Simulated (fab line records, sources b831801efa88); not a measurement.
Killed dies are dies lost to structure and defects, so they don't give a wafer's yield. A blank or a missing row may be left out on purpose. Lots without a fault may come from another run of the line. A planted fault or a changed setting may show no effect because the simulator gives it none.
Tool commonality check | flow sky130 | 11 lots, 33 wafers sampled

WHY IT WAS OPENED
At SKY_SD_N_RS_MEAS_16 the reading SD_N_RS is flagged on 2 of 11 lots. Wafers without a fault read 68.58 ohm/sq, standard deviation 0.13.
Rule: a lot is flagged when every wafer of it that has a number lies more than 4 standard deviations from that mean, or none has a number. The other lots count as sound.

lot  | measured     | on            | SD_N_RS (ohm/sq), wafer by wafer | flag
L493 | day 27 09:14 | film_metro-03 | 68.59 68.75 68.60                |
L494 | day 27 15:26 | film_metro-03 | 68.73 68.71 68.67                |
L495 | day 28 11:01 | film_metro-01 | 68.35 68.27 68.50                |
L496 | day 29 03:04 | film_metro-02 | 68.56 68.67 68.46                |
L497 | day 29 12:35 | film_metro-02 | 68.41 68.31 68.40                |
L499 | day 30 04:20 | film_metro-03 | 68.71 68.38 68.77                |
L502 | day 30 22:59 | film_metro-02 | 68.58 68.41 68.64                |
L506 | day 32 04:29 | film_metro-02 | 68.56 68.28 68.54                |
L507 | day 32 05:43 | film_metro-03 | 74.85 74.93 74.73                | FLAGGED
L509 | day 33 07:08 | film_metro-03 | 74.90 74.87 74.72                | FLAGGED
L510 | day 33 08:02 | film_metro-01 | 68.64 68.70 68.76                |
The numbers of the flagged lots are 74.83 ohm/sq on average: +6.25 ohm/sq against the usual, or +48 standard deviations.

WHICH TOOL RAN EACH LOT
The record holds 2 process steps before the reading, out of a route of 708 steps. In each cell: the tool, then ch and the chambers that the sampled wafers went through, then the start.
lot  | flag    | SKY_POLY_CUT_STRIP_12                | SKY_SD_N_RTA_14
L493 |         | plasma_asher-03 ch 0,1, day 23 16:10 | rtp_anneal-02 ch 0, day 27 09:03
L494 |         | plasma_asher-03 ch 0,1, day 23 22:50 | rtp_anneal-02 ch 0, day 27 15:16
L495 |         | plasma_asher-03 ch 0, day 24 17:35   | rtp_anneal-01 ch 0, day 28 10:51
L496 |         | plasma_asher-04 ch 1, day 25 11:50   | rtp_anneal-02 ch 0, day 29 02:52
L497 |         | plasma_asher-03 ch 0,1, day 25 21:23 | rtp_anneal-01 ch 0, day 29 12:25
L499 |         | plasma_asher-04 ch 0,1, day 26 14:07 | rtp_anneal-01 ch 0, day 30 04:09
L502 |         | plasma_asher-01 ch 0,1, day 27 11:22 | rtp_anneal-02 ch 0, day 30 22:47
L506 |         | plasma_asher-03 ch 0, day 28 19:11   | rtp_anneal-02 ch 0, day 32 04:19
L507 | FLAGGED | plasma_asher-04 ch 0,1, day 28 20:26 | rtp_anneal-01 ch 0, day 32 05:32
L509 | FLAGGED | plasma_asher-03 ch 0,1, day 29 23:22 | rtp_anneal-01 ch 0, day 33 06:56
L510 |         | plasma_asher-03 ch 0,1, day 30 01:16 | rtp_anneal-02 ch 0, day 33 07:50
What these steps do:
- SKY_POLY_CUT_STRIP_12: strips in O2/N2.
- SKY_SD_N_RTA_14: time 2 s.
- SKY_SD_N_RS_MEAS_16: measures by four-point-probe.

FLAGGED OVER TOTAL, TOOL BY TOOL (the gauges that took the reading come last)
step                  | tool            | lots run | flagged | share of the flagged lots | sound lots run after its first flagged lot
SKY_POLY_CUT_STRIP_12 | plasma_asher-01 | 1        | 0       | none                      | -
SKY_POLY_CUT_STRIP_12 | plasma_asher-03 | 7        | 1       | some                      | 1 (L510)
SKY_POLY_CUT_STRIP_12 | plasma_asher-04 | 3        | 1       | some                      | 0
SKY_SD_N_RTA_14       | rtp_anneal-01   | 5        | 2       | all                       | 0
SKY_SD_N_RTA_14       | rtp_anneal-02   | 6        | 0       | none                      | -
SKY_SD_N_RS_MEAS_16   | film_metro-01   | 2        | 0       | none                      | -
SKY_SD_N_RS_MEAS_16   | film_metro-02   | 4        | 0       | none                      | -
SKY_SD_N_RS_MEAS_16   | film_metro-03   | 5        | 2       | all                       | 0

WHAT THE TABLE ALLOWS
2 rows of the table ran every flagged lot: rtp_anneal-01 at SKY_SD_N_RTA_14, film_metro-03 at SKY_SD_N_RS_MEAS_16.
- rtp_anneal-01 at SKY_SD_N_RTA_14: 2 of its 5 lots flagged. Its last sound lot is L499 (day 30 04:09), its first flagged lot L507 (day 32 05:32): a fault that began between those two fits. Its own readings lie more than 4 standard deviations out on every wafer of the flagged lots: lamp_power_pct.
- film_metro-03 at SKY_SD_N_RS_MEAS_16: 2 of its 5 lots flagged. Its last sound lot is L499 (day 30 04:20), its first flagged lot L507 (day 32 05:43): a fault that began between those two fits.
Counting lots can't tell these 2 tools apart, because each fits a fault that began at some hour. More lots, or a look at what each step does to the wafer, might.

WHAT THE SIMULATOR HAD PUT IN
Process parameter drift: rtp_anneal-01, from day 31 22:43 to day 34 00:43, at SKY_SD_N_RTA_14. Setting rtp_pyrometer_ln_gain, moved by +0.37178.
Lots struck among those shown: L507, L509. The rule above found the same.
